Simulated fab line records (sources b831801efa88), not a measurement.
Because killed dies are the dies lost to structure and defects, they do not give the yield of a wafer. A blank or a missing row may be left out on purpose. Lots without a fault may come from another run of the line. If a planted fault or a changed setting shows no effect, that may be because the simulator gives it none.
A lot that was struck, set against a sound lot ; flow sky130 ; 33 out of 708 route steps
Sound: these wafers, L158.1, L158.2, L158.5. Struck: wafer L148.2. (L148.4, L148.5 of the same lot were not struck and are left out.) The cause comes at the end.
For every step that has rows: the tool of each side, followed by ch and its chambers, followed by its first start. Under that, the readings that differ: sound wafers ; struck wafers ; difference of the means ; sigmas: that difference in standard deviations of wafers without a fault.
alike: readings with means less than 2 such deviations apart, plus words and numbers identical on both sides. not compared: withheld readings, readings lacking a value on some wafer, bounds such as >300 that could conceal the same value, and numbers that have no deviation in the record and whose values overlap.
A row with sigmas, a row that says differs or no value, or rows on one side alone: a step with any of these is where the two part. Non-overlapping numbers with no deviation appear without sigmas and do not part them. A reading that every wafer of one side lacks parts them only if that side has two wafers or more.

first, 8 steps without rows for these wafers: SKY_LOCAL_INTERCONNECT_ETCH_13 (etches BARC in N2/H2, stops on SiO2, time 45.9 s, target depth 60 nm); SKY_LOCAL_INTERCONNECT_METAL_ETCH_14 (etches TiN in Cl2/BCl3, stops on PSG, target depth 110 nm, time 31.4 s); SKY_LOCAL_INTERCONNECT_STRIP_15 (strips in O2/N2); SKY_LOCAL_INTERCONNECT_STRIP_16 (strips in post etch residue remover, time 1200 s); SKY_LOCAL_INTERCONNECT_CLEAN_17 (cleans in IPA, time 180 s); SKY_LOCAL_INTERCONNECT_CLEAN_18 (cleans in O3/DIW); SKY_CONTACT_CVD_00 (deposits Si3N4, target thk 75 nm); SKY_CONTACT_HDPCVD_02 (deposits SiO2, target thk 565 nm, time 94.2 s).
SKY_CONTACT_CMP_04: polishes SiO2.
  sound on cmp-02 ch 1,3, day 37 01:55; struck on cmp-02 ch 0, day 33 17:16
reading;sound;struck;difference;sigmas
motorCurrentA (A);12.8 12.7 13.5;10.0;-3.0;-2
timeToEndpointS (s);85 87 82;101;+16;+4
  alike: platenRpm
then, 23 steps without rows for these wafers: SKY_CONTACT_DEHYDRATE_06 (time 60 s); SKY_CONTACT_HMDS_07 (prime time 60 s); SKY_CONTACT_COAT_08 (resist thk 60 nm); SKY_CONTACT_COAT_09 (resist thk 450 nm); SKY_CONTACT_SOFTBAKE_10 (time 90 s); SKY_CONTACT_EXPOSE_11 (exposes mask CTM1, target cd 170 nm); SKY_CONTACT_PEB_12; SKY_CONTACT_DEVELOP_13 (develop time 60 s); SKY_CONTACT_ETCH_16 (etches BARC in N2/H2, stops on SiO2, time 45.9 s, target depth 60 nm); SKY_CONTACT_ETCH_17 (etches SiO2 in C4F8/O2/Ar, stops on Si3N4, target depth 340 nm); SKY_CONTACT_ETCH_18 (etches Si3N4 in CHF3/O2, stops on TiN, time 39 s, target depth 75 nm); SKY_CONTACT_STRIP_19 (strips in O2/N2); SKY_CONTACT_STRIP_20 (strips in post etch residue remover, time 1200 s); SKY_CONTACT_CLEAN_21 (cleans in IPA, time 180 s); SKY_CONTACT_CLEAN_22 (cleans in O3/DIW); SKY_CONTACT_SPUTTER_23 (material TiN, target thk 20 nm, time 80 s); SKY_CONTACT_CVD_24 (deposits W, target thk 340 nm, time 102.12 s); SKY_CONTACT_CMP_27 (polishes, stops on SiO2, t overpolish 15 s, target thk 0 nm); SKY_METAL1_SPUTTER_00 (material Ti, target thk 15 nm, time 10 s); SKY_METAL1_SPUTTER_01 (material TiN, target thk 20 nm, time 16.7 s); SKY_METAL1_SPUTTER_02 (material AlCu, target thk 250 nm, time 13.3 s); SKY_METAL1_SPUTTER_03 (material Ti, target thk 5 nm, time 3.3 s); SKY_METAL1_SPUTTER_04 (material TiN, target thk 70 nm, time 58.3 s).
-- the record jumps here: 15 days lie between the struck wafers' starts before and after (it left off in module METAL1 and takes up again in module PAD_OPEN, whose first step shown is number 708 of the route) --
SKY_PAD_OPEN_PROBE_99:
  sound on prober-01 at day 50 14:26; struck on prober-01 at day 48 06:56
reading;sound;struck;difference;sigmas
killedAtContacts;19 37 16;114;+90;+15
killedDies;87 82 79;167;+84;+10
killedOnRim;11 18 14;33;+19;+5
  alike: killed_at_M0_to_M3, killed_at_M4_up, killedAtFrontEnd, killedAtOther, killedOpen, killedShort

## WHERE THEY PART
Earliest at SKY_CONTACT_CMP_04; latest, in this record, at SKY_PAD_OPEN_PROBE_99.

WHY: whatever the simulator had introduced
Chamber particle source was cmp-02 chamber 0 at SKY_CONTACT_CMP_04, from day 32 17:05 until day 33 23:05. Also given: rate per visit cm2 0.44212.
